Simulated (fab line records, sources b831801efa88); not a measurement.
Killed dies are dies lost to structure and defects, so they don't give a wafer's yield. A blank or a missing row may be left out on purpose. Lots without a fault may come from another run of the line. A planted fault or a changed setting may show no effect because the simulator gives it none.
Which tool did it? | flow sfq_line | 15 lots, 45 wafers sampled, at 3 steps of a route of 325

WHAT THE GAUGES READ, wafer by wafer
The record holds no reading of a measuring or inspecting step that can be judged against a usual standard deviation.

WHICH TOOL RAN EACH LOT (tool, then ch and the chambers of the sampled wafers, then the start)
lot  | SFQ_TRILAYER_I2_CMP_CMP_064   | SFQ_TRILAYER_I2_METRO_MEASURE_065 | SFQ_TRILAYER_I2_VIA_ETCH_VIA_ETCH_070
L726 | cmp-02 ch 0,1,2, day 34 18:08 | film_metro-01, day 34 20:15       | rie_diel-03 ch 0,1, day 40 22:22
L728 | cmp-02 ch 0,2,3, day 35 02:08 | film_metro-01, day 35 05:15       | rie_diel-03 ch 0,1, day 41 10:22
L729 | cmp-02 ch 1,2,3, day 35 21:50 | film_metro-01, day 35 23:51       | rie_diel-02 ch 0,1,2, day 42 05:34
L730 | cmp-02 ch 1,2,3, day 36 02:50 | film_metro-01, day 36 05:27       | rie_diel-03 ch 0,1,3, day 42 11:34
L731 | cmp-01 ch 0,1, day 37 06:56   | film_metro-01, day 37 10:04       | rie_diel-02 ch 1,3, day 43 20:46
L732 | cmp-02 ch 0,1,2, day 37 14:05 | film_metro-04, day 37 16:12       | rie_diel-04 ch 1,3, day 43 23:10
L733 | cmp-02 ch 0,1,2, day 37 19:11 | film_metro-04, day 37 21:12       | rie_diel-02 ch 0,1,3, day 44 03:58
L734 | cmp-02 ch 0,1, day 37 21:17   | film_metro-02, day 38 01:00       | rie_diel-04 ch 0,1,2, day 44 07:34
L742 | cmp-02 ch 1,2, day 41 17:10   | film_metro-04, day 41 20:29       | rie_diel-02 ch 0,1,2, day 48 04:05
L743 | cmp-01 ch 0,1, day 42 13:59   | film_metro-04, day 42 17:42       | rie_diel-02 ch 0,2,3, day 49 01:41
L744 | cmp-01 ch 1,2,3, day 43 18:44 | film_metro-01, day 43 20:52       | rie_diel-02 ch 2,3, day 50 04:21
L745 | cmp-01 ch 0,1,3, day 44 07:10 | film_metro-02, day 44 09:17       | rie_diel-02 ch 2,3, day 50 18:59
L746 | cmp-02 ch 0,1,2, day 44 17:58 | film_metro-01, day 44 20:05       | rie_diel-03 ch 1,2,3, day 51 04:35
L747 | cmp-01 ch 0,2,3, day 44 19:52 | film_metro-04, day 44 22:41       | rie_diel-02 ch 0,2, day 51 06:59
L748 | cmp-01 ch 0,1,2, day 45 05:28 | film_metro-01, day 45 08:17       | rie_diel-04 ch 1,3, day 51 15:23
- SFQ_TRILAYER_I2_CMP_CMP_064: polishes SiO2.
- SFQ_TRILAYER_I2_METRO_MEASURE_065
- SFQ_TRILAYER_I2_VIA_ETCH_VIA_ETCH_070: etches SiO2 in CHF3, stops on Nb, target depth 260 nm.

WHAT THE TOOLS THEMSELVES READ (means of the sampled wafers that have a number; where no wafer has one, the mark that the record gives instead)
SFQ_TRILAYER_I2_CMP_CMP_064. Usual: motor_current_A 9.8 A, standard deviation 0.86; slurry_flow_ml_min 150.0, standard deviation 0.47; time_to_endpoint_s 216 s, standard deviation 7.
lot  | tool   | motor_current_A (A) | slurry_flow_ml_min | time_to_endpoint_s (s) | flag
L726 | cmp-02 | 9.9                 | 149.8              | 216                    |
L728 | cmp-02 | 10.4                | 150.3              | 227                    |
L729 | cmp-02 | 10.2                | 150.0              | 223                    |
L730 | cmp-02 | 10.4                | 149.9              | 210                    |
L731 | cmp-01 | 8.8                 | 150.1              | 217                    |
L732 | cmp-02 | 10.0                | 150.2              | 238                    | OFF
L733 | cmp-02 | 10.3                | 150.4              | 261                    | OFF
L734 | cmp-02 | 9.9                 | 149.5              | 257                    | OFF
L742 | cmp-02 | 10.0                | 149.6              | 216                    |
L743 | cmp-01 | 8.5                 | 150.1              | 217                    |
L744 | cmp-01 | 9.7                 | 150.1              | 226                    |
L745 | cmp-01 | 9.0                 | 150.1              | 216                    |
L746 | cmp-02 | 9.8                 | 149.9              | 209                    |
L747 | cmp-01 | 9.3                 | 150.1              | 223                    |
L748 | cmp-01 | 8.9                 | 149.9              | 203                    |

SFQ_TRILAYER_I2_METRO_MEASURE_065. Usual: thk_nm 200.0 nm, standard deviation 0.98.
lot  | tool          | thk_nm (nm) | flag
L726 | film_metro-01 | 200.8       |
L728 | film_metro-01 | 201.2       |
L729 | film_metro-01 | 200.5       |
L730 | film_metro-01 | 199.5       |
L731 | film_metro-01 | 199.6       |
L732 | film_metro-04 | 236.5       | OFF
L733 | film_metro-04 | 271.9       | OFF
L734 | film_metro-02 | 270.5       | OFF
L742 | film_metro-04 | 199.1       |
L743 | film_metro-04 | 200.2       |
L744 | film_metro-01 | 200.8       |
L745 | film_metro-02 | 199.4       |
L746 | film_metro-01 | 198.5       |
L747 | film_metro-04 | 199.8       |
L748 | film_metro-01 | 199.6       |

SFQ_TRILAYER_I2_VIA_ETCH_VIA_ETCH_070. Usual: drypump_motor_current_A 5.7 A, standard deviation 0.41; oes_product_au 0.855 a.u., standard deviation 0.0052; rf_fwd_power_W 498.1 W, standard deviation 1.4.
lot  | tool        | drypump_motor_current_A (A) | oes_product_au (a.u.) | rf_fwd_power_W (W) | flag
L726 | rie_diel-03 | 5.6                         | 0.859                 | 496.8              |
L728 | rie_diel-03 | 5.6                         | 0.859                 | 497.6              |
L729 | rie_diel-02 | 5.7                         | 0.857                 | 498.4              |
L730 | rie_diel-03 | 5.6                         | 0.847                 | 498.3              |
L731 | rie_diel-02 | 5.8                         | 0.856                 | 498.8              |
L732 | rie_diel-04 | 6.0                         | 0.908                 | 497.9              | OFF
L733 | rie_diel-02 | 5.8                         | 0.948                 | 497.3              | OFF
L734 | rie_diel-04 | 5.7                         | 0.947                 | 497.8              | OFF
L742 | rie_diel-02 | 5.7                         | 0.850                 | 498.9              |
L743 | rie_diel-02 | 6.0                         | 0.859                 | 499.2              |
L744 | rie_diel-02 | 6.1                         | 0.854                 | 496.8              |
L745 | rie_diel-02 | 6.0                         | 0.852                 | 498.8              |
L746 | rie_diel-03 | 5.4                         | 0.848                 | 498.6              |
L747 | rie_diel-02 | 5.9                         | 0.852                 | 497.9              |
L748 | rie_diel-04 | 6.0                         | 0.850                 | 498.3              |

THE ANSWER, worked out from the rows above alone
Rule: a lot is off if the mean of its wafers that have a number lies more than 3 standard deviations from the usual mean. A lot without any number at a reading at which 4 lots or more have one is off too. The other lots that the step has rows for count as sound. The gauges are gone through in route order, then the tools' own readings, and for those a lot's mean is taken as printed above. The first step at which some lot is off is used, and at that step the reading that is off furthest; a lot without a number counts as furthest.
Off: L732, L733, L734, at SFQ_TRILAYER_I2_CMP_CMP_064 (time_to_endpoint_s).
A tool fits if, at that step or a process step before it, it ran every lot that is off, and no sound lot after the first of them. None of those tried fits.

WHAT THE SIMULATOR HAD PUT IN
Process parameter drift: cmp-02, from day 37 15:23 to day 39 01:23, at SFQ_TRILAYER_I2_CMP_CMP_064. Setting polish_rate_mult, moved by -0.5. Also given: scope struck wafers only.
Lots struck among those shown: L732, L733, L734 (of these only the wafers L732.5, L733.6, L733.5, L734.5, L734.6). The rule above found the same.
